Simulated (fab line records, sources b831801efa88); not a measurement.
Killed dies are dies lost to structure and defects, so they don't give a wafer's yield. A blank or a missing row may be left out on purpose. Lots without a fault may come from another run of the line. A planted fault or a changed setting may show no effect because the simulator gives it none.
A struck lot beside a sound one | flow sky130 | 15 steps out of a route of 708
Sound: wafers L551.2, L551.5, L551.6. Struck: wafer L559.1. (L559.5 of the same lot was not struck and is left out.) The cause comes at the end.
At each step with rows: each side's tool, then ch and its chambers, then its first start. Under that, the readings that differ: sound wafers | struck wafers | difference of the means | sigmas: that difference in standard deviations of wafers without a fault.
alike: readings whose means differ by less than 2 such deviations, and words and numbers that are the same on both sides. not compared: withheld readings, readings that some wafer has no value for, bounds like >300 that may hide the same value, and numbers for which the record gives no deviation and whose values overlap.
The two part at a step that has a row with sigmas, a row that says differs or no value, or rows on one side only. Numbers that don't overlap but have no deviation are shown without sigmas and don't part them. A reading that every wafer of one side lacks parts them only if that side has two wafers or more.

SKY_VIA3_OVL_MEAS_13:
  sound on overlay-01, day 41 05:22; struck on overlay-01, day 43 01:31
  reading       | sound    | struck | difference | sigmas
  VIA3_OVL (nm) | -8 -5 -7 | 12     | +19        | +3
SKY_VIA3_ETCH_14: etches BARC in N2/H2, stops on SiO2, time 45.9 s, target depth 60 nm.
  sound on rie_diel-04 ch 1,3, day 41 05:24; struck on rie_diel-04 ch 2, day 43 01:33
  alike: chamber_pressure_mTorr, drypump_motor_current_A, oes_product_au, throttle_valve_pct
  not compared: rf_hours_counter_h
then, 1 step without rows for these wafers: SKY_VIA3_ETCH_15 (etches SiO2 in C4F8/O2/Ar, stops on TiN, target depth 507 nm, time 78 s).
SKY_VIA3_STRIP_16: strips in O2/N2.
  sound on plasma_asher-01 ch 0,1, day 41 05:30; struck on plasma_asher-03 ch 1, day 43 01:39
  alike: chamber_pressure_mTorr, drypump_motor_current_A, oes_product_au, strip_time_to_endpoint_s
  not compared: rf_hours_counter_h
then, 3 steps without rows for these wafers: SKY_VIA3_STRIP_17 (strips in post etch residue remover, time 1200 s); SKY_VIA3_CLEAN_18 (cleans in IPA, time 180 s); SKY_VIA3_CLEAN_19 (cleans in O3/DIW).
SKY_VIA3_SPUTTER_20: material TiN, target thk 20 nm, time 80 s.
  sound on pvd_sputter-02, day 41 06:05; struck on pvd_sputter-03, day 43 02:16
  alike: throttle_valve_pct
then, 1 step without rows for these wafers: SKY_VIA3_CVD_21 (deposits W, target thk 390 nm, time 117.31 s).
SKY_VIA3_RS_MEAS_22: measures by four-point-probe.
  sound on film_metro-01, day 41 06:18; struck on film_metro-03, day 43 02:27
  alike: VIA3_W_RS
SKY_VIA3_THK_MEAS_23: measures by xrf.
  sound on film_metro-01, day 41 06:25; struck on film_metro-03, day 43 02:34
  alike: VIA3_W_THK
SKY_VIA3_CMP_24: polishes, stops on SiO2, t overpolish 20 s, target thk 0 nm.
  sound on cmp-01 ch 1,2, day 41 06:28; struck on cmp-02 ch 0, day 43 02:38
  alike: edge_zone_pressure_frac, motor_current_A, overpolish_run_s, time_to_endpoint_s
SKY_METAL4_SPUTTER_00: material Ti, target thk 15 nm, time 10 s.
  sound on pvd_sputter-01, day 41 06:46; struck on pvd_sputter-04, day 43 02:56
  reading                                   | sound             | struck | difference | sigmas
  model.Ti_of_METAL4_SPUTTER_00.thk_nm (nm) | 15.28 14.98 14.91 | 12.89  | -2.17      |
  alike: throttle_valve_pct
SKY_METAL4_SPUTTER_01: material TiN, target thk 20 nm, time 16.7 s.
  sound on pvd_sputter-01, day 41 06:47; struck on pvd_sputter-04, day 43 02:57
  alike: throttle_valve_pct
-- the record jumps here: 6 days lie between the struck wafers' starts before and after (it left off in module METAL4 and takes up again in module PAD_OPEN, whose first step shown is number 708 of the route) --
SKY_PAD_OPEN_PROBE_99:
  sound on prober-02, day 47 02:06; struck on prober-01, day 48 15:59
  alike: defect_limited_yield, killed_at_M0_to_M3, killed_at_M4_up, killed_at_contacts, killed_at_front_end, killed_at_other, killed_dies, killed_open, killed_short, sort_bin_3_pad_short, sort_bin_5_function, sort_bin_6_memory, sort_n_pass, sort_yield_pct

WHERE THEY PART
Only at SKY_VIA3_OVL_MEAS_13, within this record. Later steps at which nothing parts them and some readings are alike: SKY_VIA3_ETCH_14, SKY_VIA3_STRIP_16, SKY_VIA3_SPUTTER_20, SKY_VIA3_RS_MEAS_22, SKY_VIA3_THK_MEAS_23, SKY_VIA3_CMP_24, SKY_METAL4_SPUTTER_00, SKY_METAL4_SPUTTER_01, SKY_PAD_OPEN_PROBE_99.

WHY: what the simulator had put in
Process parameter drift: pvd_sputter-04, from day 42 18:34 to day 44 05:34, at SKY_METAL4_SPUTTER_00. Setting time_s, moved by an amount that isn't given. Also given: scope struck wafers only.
